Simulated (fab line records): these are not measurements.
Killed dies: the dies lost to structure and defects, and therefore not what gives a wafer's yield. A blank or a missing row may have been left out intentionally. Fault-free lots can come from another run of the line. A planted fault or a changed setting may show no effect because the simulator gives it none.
Which tool did it? || flow sky130 || Sampling: 10 lots, 30 wafers, 5 of 708 route steps

WHAT THE GAUGES SHOWED, per wafer
No reading from a measuring or inspecting step in the record can be judged against a usual standard deviation.

TOOL THAT RAN EACH LOT (tool first, then ch and the chambers of the sampled wafers, then the start)
{"lot": "L737", "SKY_VIA4_STRIP_13": "plasma-asher-04 ch 0, day 43 20:43", "SKY_METAL5_METAL_ETCH_15": "rie-metal-02 ch 0,1, day 44 20:43", "SKY_METAL5_STRIP_16": "plasma-asher-02 ch 0,1, day 44 20:58", "SKY_PAD_OPEN_COAT_02": "litho-track-02 ch 0, day 46 04:59", "SKY_PAD_OPEN_STRIP_08": "plasma-asher-03 ch 0, day 46 16:13"}
{"lot": "L740", "SKY_VIA4_STRIP_13": "plasma-asher-04 ch 0,1, day 44 09:19", "SKY_METAL5_METAL_ETCH_15": "rie-metal-03 ch 0,1, day 45 07:44", "SKY_METAL5_STRIP_16": "plasma-asher-02 ch 0,1, day 45 07:58", "SKY_PAD_OPEN_COAT_02": "litho-track-02 ch 0, day 46 17:56", "SKY_PAD_OPEN_STRIP_08": "plasma-asher-01 ch 0,1, day 47 03:37"}
{"lot": "L741", "SKY_VIA4_STRIP_13": "plasma-asher-04 ch 1, day 44 14:00", "SKY_METAL5_METAL_ETCH_15": "rie-metal-03 ch 0,1, day 45 13:19", "SKY_METAL5_STRIP_16": "plasma-asher-03 ch 0,1, day 45 13:34", "SKY_PAD_OPEN_COAT_02": "litho-track-02 ch 0, day 46 21:31", "SKY_PAD_OPEN_STRIP_08": "plasma-asher-04 ch 0,1, day 47 07:37"}
{"lot": "L743", "SKY_VIA4_STRIP_13": "plasma-asher-02 ch 0,1, day 45 11:32", "SKY_METAL5_METAL_ETCH_15": "rie-metal-04 ch 0,1, day 46 10:22", "SKY_METAL5_STRIP_16": "plasma-asher-04 ch 0,1, day 46 10:37", "SKY_PAD_OPEN_COAT_02": "litho-track-01 ch 0, day 47 17:59", "SKY_PAD_OPEN_STRIP_08": "plasma-asher-01 ch 0,1, day 48 03:22"}
{"lot": "L746", "SKY_VIA4_STRIP_13": "plasma-asher-02 ch 0,1, day 45 20:32", "SKY_METAL5_METAL_ETCH_15": "rie-metal-04 ch 0,1, day 46 18:35", "SKY_METAL5_STRIP_16": "plasma-asher-04 ch 0,1, day 46 18:49", "SKY_PAD_OPEN_COAT_02": "litho-track-04 ch 0, day 48 00:52", "SKY_PAD_OPEN_STRIP_08": "plasma-asher-04 ch 0,1, day 48 11:16"}
{"lot": "L750", "SKY_VIA4_STRIP_13": "plasma-asher-01 ch 1, day 46 18:58", "SKY_METAL5_METAL_ETCH_15": "rie-metal-02 ch 0, day 47 17:22", "SKY_METAL5_STRIP_16": "plasma-asher-04 ch 1, day 47 17:36", "SKY_PAD_OPEN_COAT_02": "litho-track-02 ch 0, day 48 22:07", "SKY_PAD_OPEN_STRIP_08": "plasma-asher-01 ch 0,1, day 49 07:31"}
{"lot": "L752", "SKY_VIA4_STRIP_13": "plasma-asher-01 ch 0,1, day 47 14:59", "SKY_METAL5_METAL_ETCH_15": "rie-metal-02 ch 0, day 48 12:08", "SKY_METAL5_STRIP_16": "plasma-asher-03 ch 0,1, day 48 12:22", "SKY_PAD_OPEN_COAT_02": "litho-track-02 ch 0, day 49 15:28", "SKY_PAD_OPEN_STRIP_08": "plasma-asher-01 ch 0,1, day 50 00:19"}
{"lot": "L755", "SKY_VIA4_STRIP_13": "plasma-asher-02 ch 0,1, day 47 23:00", "SKY_METAL5_METAL_ETCH_15": "rie-metal-04 ch 0,1, day 48 19:17", "SKY_METAL5_STRIP_16": "plasma-asher-02 ch 1, day 48 19:31", "SKY_PAD_OPEN_COAT_02": "litho-track-02 ch 0, day 49 21:53", "SKY_PAD_OPEN_STRIP_08": "plasma-asher-01 ch 0,1, day 50 07:01"}
{"lot": "L758", "SKY_VIA4_STRIP_13": "plasma-asher-02 ch 0,1, day 48 16:09", "SKY_METAL5_METAL_ETCH_15": "rie-metal-02 ch 0,1, day 49 12:07", "SKY_METAL5_STRIP_16": "plasma-asher-03 ch 0,1, day 49 12:19", "SKY_PAD_OPEN_COAT_02": "litho-track-01 ch 0, day 50 12:32", "SKY_PAD_OPEN_STRIP_08": "plasma-asher-01 ch 0,1, day 50 20:28"}
{"lot": "L757", "SKY_VIA4_STRIP_13": "plasma-asher-04 ch 0,1, day 48 18:30", "SKY_METAL5_METAL_ETCH_15": "rie-metal-04 ch 0,1, day 49 13:50", "SKY_METAL5_STRIP_16": "plasma-asher-02 ch 0, day 49 14:05", "SKY_PAD_OPEN_COAT_02": "litho-track-04 ch 0, day 50 15:23", "SKY_PAD_OPEN_STRIP_08": "plasma-asher-01 ch 0, day 50 23:40"}
- SKY_VIA4_STRIP_13: strips in O2/N2.
- SKY_METAL5_METAL_ETCH_15: etches the open film in Cl2/BCl3, stops on SiO2, target depth 1260 nm, time 252 s.
- SKY_METAL5_STRIP_16: strips in O2/N2.
- SKY_PAD_OPEN_COAT_02: resist thk 3000 nm.
- SKY_PAD_OPEN_STRIP_08: strips in O2/N2.

AS READ BY THE TOOLS THEMSELVES (means over the sampled wafers that have a number; for cases with no such wafer, the mark the record gives instead)
SKY_VIA4_STRIP_13. Usual: drypump-motor-current-A 5.6 A, standard deviation 0.47; oes-product-au 0.709 a.u., standard deviation 0.0037; strip-time-to-endpoint-s 12.805 s, standard deviation 0.027.
{"lot": "L737", "tool": "plasma-asher-04", "drypump-motor-current-A (A)": 5.7, "oes-product-au (a.u.)": 0.714, "strip-time-to-endpoint-s (s)": 12.779, "flag": ""}
{"lot": "L740", "tool": "plasma-asher-04", "drypump-motor-current-A (A)": 5.8, "oes-product-au (a.u.)": 0.708, "strip-time-to-endpoint-s (s)": 12.800, "flag": ""}
{"lot": "L741", "tool": "plasma-asher-04", "drypump-motor-current-A (A)": 6.0, "oes-product-au (a.u.)": 0.711, "strip-time-to-endpoint-s (s)": 12.819, "flag": ""}
{"lot": "L743", "tool": "plasma-asher-02", "drypump-motor-current-A (A)": 5.1, "oes-product-au (a.u.)": 0.711, "strip-time-to-endpoint-s (s)": 12.816, "flag": ""}
{"lot": "L746", "tool": "plasma-asher-02", "drypump-motor-current-A (A)": 5.2, "oes-product-au (a.u.)": 0.711, "strip-time-to-endpoint-s (s)": 12.854, "flag": ""}
{"lot": "L750", "tool": "plasma-asher-01", "drypump-motor-current-A (A)": 5.6, "oes-product-au (a.u.)": 0.713, "strip-time-to-endpoint-s (s)": 12.811, "flag": ""}
{"lot": "L752", "tool": "plasma-asher-01", "drypump-motor-current-A (A)": 5.9, "oes-product-au (a.u.)": 0.711, "strip-time-to-endpoint-s (s)": 12.804, "flag": ""}
{"lot": "L755", "tool": "plasma-asher-02", "drypump-motor-current-A (A)": 5.2, "oes-product-au (a.u.)": 0.709, "strip-time-to-endpoint-s (s)": 12.788, "flag": ""}
{"lot": "L758", "tool": "plasma-asher-02", "drypump-motor-current-A (A)": 5.1, "oes-product-au (a.u.)": 0.707, "strip-time-to-endpoint-s (s)": 12.794, "flag": ""}
{"lot": "L757", "tool": "plasma-asher-04", "drypump-motor-current-A (A)": 5.9, "oes-product-au (a.u.)": 0.712, "strip-time-to-endpoint-s (s)": 12.802, "flag": ""}

SKY_METAL5_METAL_ETCH_15. Usual: drypump-motor-current-A 5.6 A, standard deviation 0.52; he-backside-leak-sccm 3.26 sccm, standard deviation 0.14; oes-product-au 0.894 a.u., standard deviation 0.0049; throttle-valve-pct 22.263 %, standard deviation 0.0094.
{"lot": "L737", "tool": "rie-metal-02", "drypump-motor-current-A (A)": 6.1, "he-backside-leak-sccm (sccm)": 3.27, "oes-product-au (a.u.)": 0.895, "throttle-valve-pct (%)": 22.265, "flag": ""}
{"lot": "L740", "tool": "rie-metal-03", "drypump-motor-current-A (A)": 5.7, "he-backside-leak-sccm (sccm)": 3.42, "oes-product-au (a.u.)": 0.895, "throttle-valve-pct (%)": 22.269, "flag": ""}
{"lot": "L741", "tool": "rie-metal-03", "drypump-motor-current-A (A)": 5.8, "he-backside-leak-sccm (sccm)": 3.28, "oes-product-au (a.u.)": 0.895, "throttle-valve-pct (%)": 22.260, "flag": ""}
{"lot": "L743", "tool": "rie-metal-04", "drypump-motor-current-A (A)": 5.1, "he-backside-leak-sccm (sccm)": 3.30, "oes-product-au (a.u.)": 0.891, "throttle-valve-pct (%)": 22.266, "flag": ""}
{"lot": "L746", "tool": "rie-metal-04", "drypump-motor-current-A (A)": 5.1, "he-backside-leak-sccm (sccm)": 3.29, "oes-product-au (a.u.)": 0.891, "throttle-valve-pct (%)": 22.257, "flag": ""}
{"lot": "L750", "tool": "rie-metal-02", "drypump-motor-current-A (A)": 6.3, "he-backside-leak-sccm (sccm)": 3.22, "oes-product-au (a.u.)": 0.894, "throttle-valve-pct (%)": 22.261, "flag": ""}
{"lot": "L752", "tool": "rie-metal-02", "drypump-motor-current-A (A)": 6.2, "he-backside-leak-sccm (sccm)": 3.27, "oes-product-au (a.u.)": 0.899, "throttle-valve-pct (%)": 22.267, "flag": ""}
{"lot": "L755", "tool": "rie-metal-04", "drypump-motor-current-A (A)": 5.1, "he-backside-leak-sccm (sccm)": 3.36, "oes-product-au (a.u.)": 0.891, "throttle-valve-pct (%)": 22.277, "flag": ""}
{"lot": "L758", "tool": "rie-metal-02", "drypump-motor-current-A (A)": 5.9, "he-backside-leak-sccm (sccm)": 3.18, "oes-product-au (a.u.)": 0.899, "throttle-valve-pct (%)": 22.272, "flag": ""}
{"lot": "L757", "tool": "rie-metal-04", "drypump-motor-current-A (A)": 5.5, "he-backside-leak-sccm (sccm)": 3.21, "oes-product-au (a.u.)": 0.895, "throttle-valve-pct (%)": 22.269, "flag": ""}

SKY_METAL5_STRIP_16. Usual: drypump-motor-current-A 5.5 A, standard deviation 0.54; oes-product-au 0.710 a.u., standard deviation 0.0045; strip-time-to-endpoint-s 13.17 s, standard deviation 0.19.
{"lot": "L737", "tool": "plasma-asher-02", "drypump-motor-current-A (A)": 5.3, "oes-product-au (a.u.)": 0.710, "strip-time-to-endpoint-s (s)": 13.16, "flag": ""}
{"lot": "L740", "tool": "plasma-asher-02", "drypump-motor-current-A (A)": 5.2, "oes-product-au (a.u.)": 0.708, "strip-time-to-endpoint-s (s)": 12.94, "flag": ""}
{"lot": "L741", "tool": "plasma-asher-03", "drypump-motor-current-A (A)": 5.8, "oes-product-au (a.u.)": 0.710, "strip-time-to-endpoint-s (s)": 12.88, "flag": ""}
{"lot": "L743", "tool": "plasma-asher-04", "drypump-motor-current-A (A)": 5.9, "oes-product-au (a.u.)": 0.710, "strip-time-to-endpoint-s (s)": 13.22, "flag": ""}
{"lot": "L746", "tool": "plasma-asher-04", "drypump-motor-current-A (A)": 5.9, "oes-product-au (a.u.)": 0.711, "strip-time-to-endpoint-s (s)": 13.29, "flag": ""}
{"lot": "L750", "tool": "plasma-asher-04", "drypump-motor-current-A (A)": 6.0, "oes-product-au (a.u.)": 0.713, "strip-time-to-endpoint-s (s)": 13.34, "flag": ""}
{"lot": "L752", "tool": "plasma-asher-03", "drypump-motor-current-A (A)": 5.9, "oes-product-au (a.u.)": 0.710, "strip-time-to-endpoint-s (s)": 13.15, "flag": ""}
{"lot": "L755", "tool": "plasma-asher-02", "drypump-motor-current-A (A)": 5.4, "oes-product-au (a.u.)": 0.713, "strip-time-to-endpoint-s (s)": 13.30, "flag": ""}
{"lot": "L758", "tool": "plasma-asher-03", "drypump-motor-current-A (A)": 5.8, "oes-product-au (a.u.)": 0.711, "strip-time-to-endpoint-s (s)": 13.03, "flag": ""}
{"lot": "L757", "tool": "plasma-asher-02", "drypump-motor-current-A (A)": 5.0, "oes-product-au (a.u.)": 0.708, "strip-time-to-endpoint-s (s)": 13.17, "flag": ""}

SKY_PAD_OPEN_COAT_02. Usual: resist-line-temp-C 22.99 C, standard deviation 0.11; spin-speed-rpm 2000.0 rpm, standard deviation 1.4.
{"lot": "L737", "tool": "litho-track-02", "resist-line-temp-C (C)": 23.12, "spin-speed-rpm (rpm)": 1999.9, "flag": ""}
{"lot": "L740", "tool": "litho-track-02", "resist-line-temp-C (C)": 23.01, "spin-speed-rpm (rpm)": 2000.5, "flag": ""}
{"lot": "L741", "tool": "litho-track-02", "resist-line-temp-C (C)": 23.03, "spin-speed-rpm (rpm)": 2001.5, "flag": ""}
{"lot": "L743", "tool": "litho-track-01", "resist-line-temp-C (C)": 22.90, "spin-speed-rpm (rpm)": 2001.5, "flag": ""}
{"lot": "L746", "tool": "litho-track-04", "resist-line-temp-C (C)": 23.03, "spin-speed-rpm (rpm)": 2000.3, "flag": ""}
{"lot": "L750", "tool": "litho-track-02", "resist-line-temp-C (C)": 22.97, "spin-speed-rpm (rpm)": 1998.0, "flag": ""}
{"lot": "L752", "tool": "litho-track-02", "resist-line-temp-C (C)": 23.13, "spin-speed-rpm (rpm)": 2039.6, "flag": "OFF"}
{"lot": "L755", "tool": "litho-track-02", "resist-line-temp-C (C)": 23.12, "spin-speed-rpm (rpm)": 2039.5, "flag": "OFF"}
{"lot": "L758", "tool": "litho-track-01", "resist-line-temp-C (C)": 22.98, "spin-speed-rpm (rpm)": 1999.7, "flag": ""}
{"lot": "L757", "tool": "litho-track-04", "resist-line-temp-C (C)": 23.07, "spin-speed-rpm (rpm)": 2000.2, "flag": ""}

SKY_PAD_OPEN_STRIP_08. Usual: drypump-motor-current-A 5.9 A, standard deviation 0.49; oes-product-au 0.663 a.u., standard deviation 0.0051; strip-time-to-endpoint-s 37.13 s, standard deviation 0.12.
{"lot": "L737", "tool": "plasma-asher-03", "drypump-motor-current-A (A)": 4.9, "oes-product-au (a.u.)": 0.663, "strip-time-to-endpoint-s (s)": 37.14, "flag": ""}
{"lot": "L740", "tool": "plasma-asher-01", "drypump-motor-current-A (A)": 6.1, "oes-product-au (a.u.)": 0.664, "strip-time-to-endpoint-s (s)": 36.99, "flag": ""}
{"lot": "L741", "tool": "plasma-asher-04", "drypump-motor-current-A (A)": 5.9, "oes-product-au (a.u.)": 0.656, "strip-time-to-endpoint-s (s)": 37.02, "flag": ""}
{"lot": "L743", "tool": "plasma-asher-01", "drypump-motor-current-A (A)": 5.9, "oes-product-au (a.u.)": 0.662, "strip-time-to-endpoint-s (s)": 37.14, "flag": ""}
{"lot": "L746", "tool": "plasma-asher-04", "drypump-motor-current-A (A)": 5.8, "oes-product-au (a.u.)": 0.666, "strip-time-to-endpoint-s (s)": 37.30, "flag": ""}
{"lot": "L750", "tool": "plasma-asher-01", "drypump-motor-current-A (A)": 6.1, "oes-product-au (a.u.)": 0.663, "strip-time-to-endpoint-s (s)": 37.14, "flag": ""}
{"lot": "L752", "tool": "plasma-asher-01", "drypump-motor-current-A (A)": 5.9, "oes-product-au (a.u.)": 0.668, "strip-time-to-endpoint-s (s)": 36.78, "flag": ""}
{"lot": "L755", "tool": "plasma-asher-01", "drypump-motor-current-A (A)": 6.1, "oes-product-au (a.u.)": 0.665, "strip-time-to-endpoint-s (s)": 36.64, "flag": "OFF"}
{"lot": "L758", "tool": "plasma-asher-01", "drypump-motor-current-A (A)": 6.1, "oes-product-au (a.u.)": 0.665, "strip-time-to-endpoint-s (s)": 37.03, "flag": ""}
{"lot": "L757", "tool": "plasma-asher-01", "drypump-motor-current-A (A)": 6.4, "oes-product-au (a.u.)": 0.667, "strip-time-to-endpoint-s (s)": 37.28, "flag": ""}

THE ANSWER, worked out from the rows above alone
Rule: take the mean of a lot's wafers that have a number; if it is more than 3 standard deviations from the usual mean, the lot is off. A lot without any number at a reading at which 4 lots or more have one is off too. Any other lot the step has rows for is counted as sound. The gauges are gone through in route order, then the tools' own readings, and for those a lot's mean is taken as printed above. At the first step where some lot is off, the reading lying furthest off is the one used; lots without a number count as furthest.
Off at SKY_PAD_OPEN_COAT_02 (spin-speed-rpm): L752, L755.
If a tool, at that step or one of the process steps before it, ran each lot that is off and ran no sound lot following the first of them, it fits. One fits: SKY_PAD_OPEN_COAT_02 on litho-track-02. Its last sound lot is L750 (day 48 22:07), its first lot that is off L752 (day 49 15:28): a fault that began between those two fits.
On the lots that are off, the tool's own readings at SKY_PAD_OPEN_COAT_02 differ by more than 5 times the standard deviation of the sound lots' means, which bears it out; spin-speed-rpm reads 2039.5 rpm there versus 2000.2 rpm on the sound lots.

WHAT THE SIMULATOR HAD INSERTED
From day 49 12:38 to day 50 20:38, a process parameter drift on litho-track-02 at SKY_PAD_OPEN_COAT_02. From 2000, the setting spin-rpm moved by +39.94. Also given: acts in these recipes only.
Lots struck among those shown: L752, L755. The rule above reached the same finding.
